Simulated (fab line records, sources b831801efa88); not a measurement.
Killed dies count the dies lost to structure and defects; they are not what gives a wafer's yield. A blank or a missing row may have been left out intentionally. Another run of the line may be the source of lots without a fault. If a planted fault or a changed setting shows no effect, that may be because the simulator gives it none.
A struck lot beside a sound one | flow sky130 | 35 out of 708 route steps
Sound: the wafers L758.2, L758.4, L758.6. Wafers struck: L749.3, L749.5, L749.6. The cause comes at the end.
For every step that has rows: the tool of each side, followed by ch and its chambers, followed by its first start. Under that, the readings that differ: sound wafers | struck wafers | difference of the means | sigmas: that difference in standard deviations of wafers without a fault.
alike: readings with means less than 2 such deviations apart, plus words and numbers identical on both sides. not compared: withheld readings, readings lacking a value on some wafer, bounds such as >300 that could conceal the same value, and numbers that have no deviation in the record and whose values overlap.
Wherever a step has rows on one side only, a row that says differs or no value, or a row with sigmas, the two part there. When numbers do not overlap yet have no deviation, they are printed without sigmas and do not part them. Lack of a reading on every wafer of one side parts them only where that side has two or more wafers.

first, 10 steps without rows for these wafers: SKY_RES_PROTECT_DEHYDRATE_00 (time 60 s); SKY_RES_PROTECT_HMDS_01 (prime time 60 s); SKY_RES_PROTECT_COAT_02 (resist thk 1140 nm); SKY_RES_PROTECT_SOFTBAKE_03 (time 60 s); SKY_RES_PROTECT_EXPOSE_04 (exposes mask RPM, target cd 1270 nm); SKY_RES_PROTECT_PEB_05; SKY_RES_PROTECT_DEVELOP_06 (develop time 60 s); SKY_POLY_GATE_IMPLANT_02; SKY_RES_PROTECT_STRIP_07 (strips in O2/N2); SKY_RES_PROTECT_CLEAN_09 (cleans in SC1/SC2, time 150 s).
SKY_POLY_GATE_CVD_03: deposits Si3N4 from DCS/NH3, target thk 75 nm, time 1290 s.
  sound on lpcvd-02 ch 1, day 22 17:55; struck on lpcvd-02 ch 1, day 19 17:57
  alike: pressureMtorr, spikeTcUpperC
then, 23 steps without rows for these wafers: SKY_POLY_GATE_DEHYDRATE_05 (time 60 s); SKY_POLY_GATE_HMDS_06 (prime time 60 s); SKY_POLY_GATE_COAT_07 (resist thk 110 nm); SKY_POLY_GATE_COAT_08 (resist thk 450 nm); SKY_POLY_GATE_SOFTBAKE_09 (time 90 s); SKY_POLY_GATE_EXPOSE_10 (exposes mask P1M, target cd 150 nm); SKY_POLY_GATE_PEB_11; SKY_POLY_GATE_DEVELOP_12 (develop time 60 s); SKY_POLY_GATE_ETCH_15 (etches BARC in N2/H2, stops on SiO2, time 118.5 s, target depth 110 nm); SKY_POLY_GATE_ETCH_16 (etches Si3N4 in CH3F/O2, stops on poly-Si, time 147.5 s, target depth 75 nm); SKY_POLY_GATE_ETCH_17 (etches poly-Si in HBr/Cl2, stops on SiO2, target depth 180 nm, time 70.5 s); SKY_POLY_GATE_STRIP_18 (strips in O2/N2); SKY_POLY_GATE_CLEAN_19 (cleans in SC1/SC2, time 150 s); SKY_POLY_GATE_OXIDATION_20 (stabilise 600 s, purge 300 s, target thk 4 nm); SKY_LDD_N_DEHYDRATE_00 (time 60 s); SKY_LDD_N_HMDS_01 (prime time 60 s); SKY_LDD_N_COAT_02 (resist thk 300 nm); SKY_LDD_N_SOFTBAKE_03 (time 60 s); SKY_LDD_N_EXPOSE_04 (exposes mask NTM, target cd 840 nm); SKY_LDD_N_PEB_05; SKY_LDD_N_DEVELOP_06 (develop time 60 s); SKY_LDD_N_IMPLANT_08; SKY_LDD_N_IMPLANT_09.
-- here the record skips 29 days between the struck wafers' starts before and after, leaving off in module LDD_N and picking up in module PAD_OPEN (first step shown: number 708 of the route) --
SKY_PAD_OPEN_PROBE_99:
  the record has rows for the struck wafers here (prober-02, day 48 23:32) and none for the sound ones

== WHERE THEY PART ==
At SKY_PAD_OPEN_PROBE_99 and nowhere else, as far as this record goes.

WHY: whatever the simulator had introduced
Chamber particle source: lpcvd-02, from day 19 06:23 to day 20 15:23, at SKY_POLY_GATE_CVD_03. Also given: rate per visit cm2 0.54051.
